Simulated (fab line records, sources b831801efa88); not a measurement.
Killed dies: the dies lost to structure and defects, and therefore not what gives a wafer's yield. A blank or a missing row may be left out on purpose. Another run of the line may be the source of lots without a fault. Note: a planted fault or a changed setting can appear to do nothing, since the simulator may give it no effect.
8D (eight disciplines) problem report, filled in by code | flow sky130 | the parts of the form that need people (team, actions taken, sign-off) are left out

== 1. WHAT IS WRONG ==
At SKY_VIA4_HDPCVD_00, run_length_s averages 310.6 s over 2 wafers from 2 lots, while fault-free wafers read 319.8 s, standard deviation 0.37. That puts it -25 standard deviations away from the usual mean.
The step: deposits SiO2, target thk 1750 nm, time 291.7 s.
First seen on wafer L336.5, day 44 07:16, on hdpcvd-02. The record holds 17 wafers of 6 lots with a number at this step. By rule, "out" or "out of limits" means more than 4 standard deviations away from the usual mean. All remaining wafers that have a number are taken as sound.

== 2. WHAT IT IS, WHAT IT ISN'T ==
question                    | is                | is not
which readings at this step | run_length_s      | -
which lots                  | L336, L337        | L332, L344, L350, L351
which wafers of those lots  | L336.5, L337.5    | L336.1, L337.2, L337.3
read on which tools         | hdpcvd-02         | hdpcvd-01
when                        | from day 44 07:16 | up to then (4 sound wafers); but 11 sound wafers of L337, L344, L350, L351 came after

== 3. WHAT RULES OUT EACH SUSPECT ==
Counting: any tool at a process step up to the reading remains a suspect provided it ran every lot that is out. Sound lots after the first of them don't rule it out here, since some wafers of a struck lot are sound.
- hdpcvd-02 at SKY_VIA4_HDPCVD_00 (deposits SiO2, target thk 1750 nm, time 291.7 s): kept. It ran every lot that is out, first L336 (day 44 07:16); its last sound lot up to then is L332 (day 43 00:19). On those wafers its own readings are out: run_length_s.
After counting, what remains is hdpcvd-02 at SKY_VIA4_HDPCVD_00.

== 4. THE CAUSE (what the simulator had put in) ==
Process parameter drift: hdpcvd-02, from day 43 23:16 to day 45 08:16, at SKY_VIA4_HDPCVD_00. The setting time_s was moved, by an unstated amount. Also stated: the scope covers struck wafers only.
Counting left only this tool.

== 5. SEQUENCE OF EFFECTS, ordered by route ==
Rows list readings where the struck wafers' mean (over those with a number) sits beyond 3 standard deviations from the usual. Readings are gone through only where the record gives a usual standard deviation; hours: the median, over the lots, of the time from a lot's start at the first step in this table giving one to that lot's start at this step; sigmas: the change measured in usual standard deviations.
hours | step               | reading      | usual   | on struck wafers | change | sigmas
0     | SKY_VIA4_HDPCVD_00 | run_length_s | 319.8 s | 310.6            | -9.2   | -25
Process steps it contains:
- SKY_VIA4_HDPCVD_00: deposits SiO2, target thk 1750 nm, time 291.7 s.
Readings that are blank on the struck wafers while sound wafers have them: susceptor_temp_C at SKY_VIA4_HDPCVD_00.
At these later measuring or inspecting steps, every struck wafer for which the step has a row has a number for every such reading, and none has moved that far: SKY_VIA4_THK_MEAS_01.

== 6. HOW IT WOULD HAVE BEEN CAUGHT EARLIER ==
In this record no reading fell out of limits until day 44 07:16, 8 hours after the fault had begun at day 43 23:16.
